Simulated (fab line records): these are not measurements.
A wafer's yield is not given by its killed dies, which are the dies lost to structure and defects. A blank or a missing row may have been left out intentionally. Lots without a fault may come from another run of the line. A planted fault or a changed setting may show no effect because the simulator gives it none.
fab line records | flow gf180mcu
record lots=11 wafers=33 last-day=34
route steps=602 shown HV_LDD@180 PSD@258 M1@329
lots with no fault: from the same line, run without faults
start-h: hours from the record's opening day to when the first of the lot's shown wafers began | wait-h: time in hours since the lot's previous step | " the same as in the row above | L1.1+2: a row that stands for several wafers | - either no value or no given start | * or withheld: withheld | < > ~ a bound
route shown NAME@n: NAME is a module with steps in the file, n the number in the route of the first one | usual: average and standard deviation across the fault-free wafers | same: alike in all rows | chamber/n: place in a boat | sites: the reading at each site | _std_site: how widely they spread, as a standard deviation | _edge_site: the outer-site mean with the inner-site mean subtracted | radius-mm: how far each site lies from the wafer's centre | mask NAME#n: copy n | behind: tool/chamber where the wafer was last shaped | hold: reason for holding the lot/hours on hold/outcome of the hold | device: whichever transistor did not switch (one of n, p or np) | end of line: at the end of the route, the tests of the same wafers | step lacking rows: just its recipe | killed: dies lost to structure and defects at the first sort, not the wafer's yield | map: a wafer's dies, x killed, . not, _ none there
set.NAME: setting as actually run; set.NAME@STEP: the setting as run at that earlier step | model.NAME: the simulator's own value behind a step, which no gauge read
a sample of lots followed through the steps of the route, with each step as a table and each wafer as a row
services: the hour from which a tool's chamber was out of use, counted from the record's first day as start-h (under 0 if before that day), plus the number of hours and why
## steps
# step GF_HV_LDD_EXPOSE_04
# recipe mask-id=Nplus_LV_AREA target-cd-nm=400 na=0.6 source-shape=conventional sigma-outer=0.6 dose-mj=140
# usual exposure-dose-mJ-cm2=139.92/0.14
# columns lot.wafer tool chamber start-h wait-h mask exposure-dose-mJ-cm2
L554.1 iline-stepper-02 0 202.65 - Nplus_LV_AREA#0 140.10
L554.4 " 0 " " Nplus_LV_AREA#0 139.95
L554.6 " 0 " " Nplus_LV_AREA#0 139.81
L555.1 iline-stepper-01 0 211.17 - Nplus_LV_AREA#0 139.78
L555.2 " 0 " " Nplus_LV_AREA#0 139.79
L555.4 " 0 " " Nplus_LV_AREA#0 139.82
L556.2 iline-stepper-01 0 218.85 - Nplus_LV_AREA#0 140.05
L556.4 " 0 " " Nplus_LV_AREA#0 140.08
L556.6 " 0 " " Nplus_LV_AREA#0 140.16
L557.2 iline-stepper-01 0 225.62 - Nplus_LV_AREA#0 140.10
L557.4 " 0 " " Nplus_LV_AREA#0 139.94
L557.5 " 0 " " Nplus_LV_AREA#0 140.11
L558.2 iline-stepper-01 0 233.02 - Nplus_LV_AREA#0 139.75
L558.3 " 0 " " Nplus_LV_AREA#0 139.90
L558.4 " 0 " " Nplus_LV_AREA#0 139.73
L559.3 iline-stepper-01 0 238.29 - Nplus_LV_AREA#0 126.69
L559.4 " 0 " " Nplus_LV_AREA#0 126.74
L559.5 " 0 " " Nplus_LV_AREA#0 126.69
L560.1 iline-stepper-01 0 252.03 - Nplus_LV_AREA#0 129.41
L560.3 " 0 " " Nplus_LV_AREA#0 129.52
L560.6 " 0 " " Nplus_LV_AREA#0 129.50
L569.2 iline-stepper-02 0 325.46 - Nplus_LV_AREA#0 139.97
L569.3 " 0 " " Nplus_LV_AREA#0 139.87
L569.4 " 0 " " Nplus_LV_AREA#0 139.94
L572.1 iline-stepper-02 0 339.52 - Nplus_LV_AREA#0 140.10
L572.3 " 0 " " Nplus_LV_AREA#0 139.80
L572.4 " 0 " " Nplus_LV_AREA#0 139.86
L575.2 iline-stepper-02 0 358.89 - Nplus_LV_AREA#0 139.94
L575.3 " 0 " " Nplus_LV_AREA#0 140.13
L575.5 " 0 " " Nplus_LV_AREA#0 140.09
L577.2 iline-stepper-02 0 375.74 - Nplus_LV_AREA#0 140.00
L577.4 " 0 " " Nplus_LV_AREA#0 139.87
L577.6 " 0 " " Nplus_LV_AREA#0 139.86
# step GF_HV_LDD_CD_MEAS_07
# recipe target-cd-nm=400
# usual cd-nm=400.7/2.5
# columns lot.wafer tool chamber start-h wait-h cd-nm
L554.1 cd-sem-01 - 210.98 0.1 401.3
L554.4 " - " " 402.2
L554.6 " - " " 403.2
L555.1 cd-sem-01 - 219.48 0.1 400.4
L555.2 " - " " 402.6
L555.4 " - " " 401.9
L556.2 cd-sem-02 - 227.67 0.2 396.0
L556.4 " - " " 397.0
L556.6 " - " " 396.2
L557.2 cd-sem-02 - 234.60 0.1 400.8
L557.4 " - " " 402.6
L557.5 " - " " 401.3
L558.2 cd-sem-01 - 241.67 0.1 399.4
L558.3 " - " " 398.3
L558.4 " - " " 400.3
L559.3 cd-sem-02 - 247.22 0.1 372.1
L559.4 " - " " 373.0
L559.5 " - " " 372.7
L560.1 cd-sem-02 - 261.33 0.1 378.4
L560.3 " - " " 379.5
L560.6 " - " " 378.7
L569.2 cd-sem-01 - 336.16 0.1 405.4
L569.3 " - " " 407.1
L569.4 " - " " 404.8
L572.1 cd-sem-01 - 350.18 0.1 398.7
L572.3 " - " " 397.8
L572.4 " - " " 400.0
L575.2 cd-sem-02 - 369.76 0.1 400.6
L575.3 " - " " 401.4
L575.5 " - " " 398.7
L577.2 cd-sem-02 - 386.36 0.1 399.8
L577.4 " - " " 399.6
L577.6 " - " " 399.9
# step GF_HV_LDD_STRIP_49
# recipe chemistry=O2/N2 power-w=1400 pressure-mtorr=1500 platen-temp-c=250 o2-flow-sccm=3000 n2-flow-sccm=300 overash-fraction=0.5
# usual drypump-motor-current-A=6.1/0.5 heater-power-w=343/30 oes-product-au=0.716/0.0043 strip-time-to-endpoint-s=12.45/0.034
# same overash-fraction=0.5
# columns lot.wafer tool chamber start-h wait-h drypump-motor-current-A heater-power-w oes-product-au rf-hours-counter-h strip-time-to-endpoint-s
L554.1 plasma-asher-03 0 268.00 0.1 5.6 302 0.714 15 12.48
L554.4 " 0 " " 5.6 307 0.716 - 12.47
L554.6 " 1 " " 6.6 381 0.706 - 12.48
L555.1 plasma-asher-03 1 277.15 0.1 6.6 389 0.712 16 12.44
L555.2 " 0 " " 5.6 304 0.714 16 12.47
L555.4 " 1 " " 6.7 387 0.711 - 12.48
L556.2 plasma-asher-01 0 285.25 0.1 6.7 307 0.717 64 12.44
L556.4 " 1 " " 6.2 371 0.706 - 12.41
L556.6 " 0 " " 6.7 309 0.712 - 12.47
L557.2 plasma-asher-01 0 292.60 0.1 6.7 302 0.713 64 12.50
L557.4 " 0 " " 6.6 311 0.713 - 12.47
L557.5 " 0 " " 6.7 303 0.716 - 12.49
L558.2 plasma-asher-02 0 300.03 0.1 5.4 337 0.718 63 12.42
L558.3 " 1 " " 6.3 334 0.712 - 12.41
L558.4 " 0 " " 5.4 347 0.719 - 12.44
L559.3 plasma-asher-01 0 306.38 0.1 6.6 309 0.713 - 12.42
L559.4 " 1 " " 6.3 364 0.723 - 12.45
L559.5 " 0 " " 6.6 308 0.715 - 12.48
L560.1 plasma-asher-03 1 322.35 0.1 6.6 378 0.714 21 12.49
L560.3 " 1 " " 6.6 388 0.719 - 12.51
L560.6 " 0 " " 5.5 303 0.715 - 12.53
L569.2 plasma-asher-03 1 403.10 0.1 6.6 373 0.712 28 12.44
L569.3 " 0 " " 5.6 302 0.716 - 12.49
L569.4 " 1 " " 6.6 390 0.713 - 12.49
L572.1 plasma-asher-03 0 418.45 0.1 5.6 305 0.723 30 12.46
L572.3 " 0 " " 5.6 300 0.715 - 12.48
L572.4 " 1 " " 6.6 380 0.714 - 12.44
L575.2 plasma-asher-02 0 440.30 0.1 5.3 345 0.711 79 12.46
L575.3 " 0 " " 5.4 347 0.707 - 12.42
L575.5 " 1 " " 6.3 342 0.718 - 12.40
L577.2 plasma-asher-02 0 457.15 0.1 5.4 348 0.709 81 12.43
L577.4 " 1 " " 6.3 345 0.720 - 12.41
L577.6 " 0 " " 5.4 347 0.725 - 12.46
# step GF_PSD_STRIP_10
# recipe chemistry=O2/N2 power-w=1400 pressure-mtorr=1500 platen-temp-c=250 o2-flow-sccm=3000 n2-flow-sccm=300 overash-fraction=0.5
# usual drypump-motor-current-A=6.1/0.35 heater-power-w=320/32 oes-product-au=0.592/0.0043 strip-time-to-endpoint-s=16.52/0.034
# same overash-fraction=0.5
# columns lot.wafer tool chamber start-h wait-h drypump-motor-current-A heater-power-w oes-product-au rf-hours-counter-h strip-time-to-endpoint-s
L554.1 plasma-asher-02 0 310.85 0.1 5.3 348 0.593 64 16.47
L554.4 " 0 " " 5.4 344 0.594 - 16.51
L554.6 " 0 " " 5.4 348 0.594 - 16.46
L555.1 plasma-asher-04 1 322.05 0.1 6.0 293 0.589 52 16.52
L555.2 " 0 " " 6.0 293 0.591 52 16.50
L555.4 " 1 " " 6.0 295 0.588 - 16.52
L556.2 plasma-asher-04 1 329.38 0.1 6.0 303 0.599 53 16.51
L556.4 " 0 " " 6.0 285 0.597 - 16.51
L556.6 " 0 " " 6.0 281 0.591 - 16.48
L557.2 plasma-asher-04 0 337.08 0.1 6.0 290 0.596 54 16.56
L557.4 " 1 " " 6.0 299 0.590 - 16.52
L557.5 " 0 " " 6.0 285 0.591 - 16.48
L558.2 plasma-asher-04 0 346.00 0.1 5.9 292 0.589 55 16.52
L558.3 " 0 " " 5.9 293 0.589 - 16.48
L558.4 " 1 " " 6.0 293 0.590 - 16.52
L559.3 plasma-asher-01 0 352.33 0.1 6.7 310 0.600 - 16.51
L559.4 " 1 " " 6.3 372 0.588 - 16.49
L559.5 " 0 " " 6.6 320 0.590 - 16.48
L560.1 plasma-asher-01 0 369.68 0.1 6.6 307 0.585 72 16.51
L560.3 " 0 " " 6.6 298 0.587 - 16.57
L560.6 " 1 " " 6.3 365 0.597 - 16.55
L569.2 plasma-asher-04 1 452.58 0.1 6.0 289 0.591 66 16.45
L569.3 " 1 " " 6.0 294 0.588 - 16.46
L569.4 " 0 " " 6.0 279 0.592 - 16.44
L572.1 plasma-asher-01 0 469.60 0.1 6.7 320 0.588 4 16.53
L572.3 " 0 " " 6.6 326 0.592 - 16.53
L572.4 " 1 " " 6.3 370 0.584 - 16.51
L575.2 plasma-asher-04 0 491.13 0.1 6.0 286 0.590 70 16.54
L575.3 " 1 " " 6.0 291 0.587 - 16.46
L575.5 " 0 " " 6.0 284 0.591 - 16.50
L577.2 plasma-asher-04 1 508.28 0.1 6.0 293 0.596 72 16.50
L577.4 " 0 " " 5.9 289 0.596 - 16.51
L577.6 " 0 " " 6.0 287 0.597 - 16.53
# step GF_M1_CD_MEAS_14
# recipe target-cd-nm=230
# usual cd-nm=230.2/1.1
# columns lot.wafer tool chamber start-h wait-h cd-nm
L554.1 cd-sem-02 - 379.09 0.1 230.8
L554.4 " - " " 230.2
L554.6 " - " " 230.0
L555.1 cd-sem-01 - 390.89 0.1 231.1
L555.2 " - " " 230.4
L555.4 " - " " 232.0
L556.2 cd-sem-01 - 399.66 0.1 230.9
L556.4 " - " " 230.7
L556.6 " - " " 229.5
L557.2 cd-sem-01 - 408.91 0.1 229.4
L557.4 " - " " 230.1
L557.5 " - " " 230.6
L558.2 cd-sem-02 - 416.26 0.1 233.6
L558.3 " - " " 232.1
L558.4 " - " " 230.1
L559.3 cd-sem-01 - 423.93 0.1 230.2
L559.4 " - " " 229.2
L559.5 " - " " 230.2
L560.1 cd-sem-01 - 443.04 0.1 230.0
L560.3 " - " " 230.9
L560.6 " - " " 230.2
L569.2 cd-sem-01 - 527.79 0.1 229.5
L569.3 " - " " 229.8
L569.4 " - " " 230.2
L572.1 cd-sem-01 - 543.44 0.1 230.8
L572.3 " - " " 230.6
L572.4 " - " " 230.9
L575.2 cd-sem-02 - 564.59 0.1 231.2
L575.3 " - " " 229.7
L575.5 " - " " 231.6
L577.2 cd-sem-02 - 580.51 0.1 229.8
L577.4 " - " " 229.1
L577.6 " - " " 229.4
## services
# columns tool chamber start-h hours kind
plasma-asher-01 - 185.93 14.6 pm
iline-stepper-02 0 192.69 - calibration
iline-stepper-01 0 218.96 - calibration
plasma-asher-03 - 221.78 14.6 pm
plasma-asher-04 - 232.34 2.2 repair
plasma-asher-02 - 255.48 28.1 pm
iline-stepper-01 - 286.49 28.9 pm
iline-stepper-02 - 315.38 1.7 pm
iline-stepper-02 - 347.60 0.6 repair
plasma-asher-01 - 381.19 9.3 pm
iline-stepper-01 - 383.40 1.7 pm
plasma-asher-03 - 387.52 15.4 repair
iline-stepper-02 0 398.97 - calibration
plasma-asher-03 - 419.81 4.1 repair
plasma-asher-01 - 421.33 9.0 pm
plasma-asher-01 0 421.33 9.0 vent-cycle
plasma-asher-01 1 421.33 9.0 vent-cycle
iline-stepper-01 0 429.24 - calibration
plasma-asher-01 0 430.33 - clean
plasma-asher-01 1 430.33 - clean
iline-stepper-01 - 449.65 0.6 repair
plasma-asher-01 - 463.46 2.0 repair
plasma-asher-03 - 479.70 1.5 repair
## key
first-sign step=GF_HV_LDD_EXPOSE_04 reading=exposure-dose-mJ-cm2 direction=down sigmas=82 usual=139.92 struck=128.09
effect step=GF_HV_LDD_CD_MEAS_07 reading=cd-nm direction=down sigmas=9.9 usual=400.7 struck=375.7 through=control-loop
met-at GF_HV_LDD_EXPOSE_04
struck-lots L559,L560
tester-left-out L559,L560
loop-trim step=GF_HV_LDD_EXPOSE_04 setting=dose lots=L560
not-acting-at GF_HV_LDD_STRIP_49,GF_PSD_STRIP_10,GF_M1_CD_MEAS_14
onset-between 233.02 238.29
fault kind=process-parameter-drift tool=iline-stepper-01 chamber=- onset-h=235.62 steps=GF_HV_LDD_EXPOSE_04 channel=dose-mj offset=-13.169 shape=step acts-in=these-recipes-only stated=140
# tester-left-out: of these lots the tester's yield and bins aren't shown, on N5 and GAA mostly nor the transistor test; their killed dies are dies lost to structure and defects alone, not to doping, threshold or leakage, so they don't give the yield
# loop-trim: a control loop set the setting to another value than it would have without faults
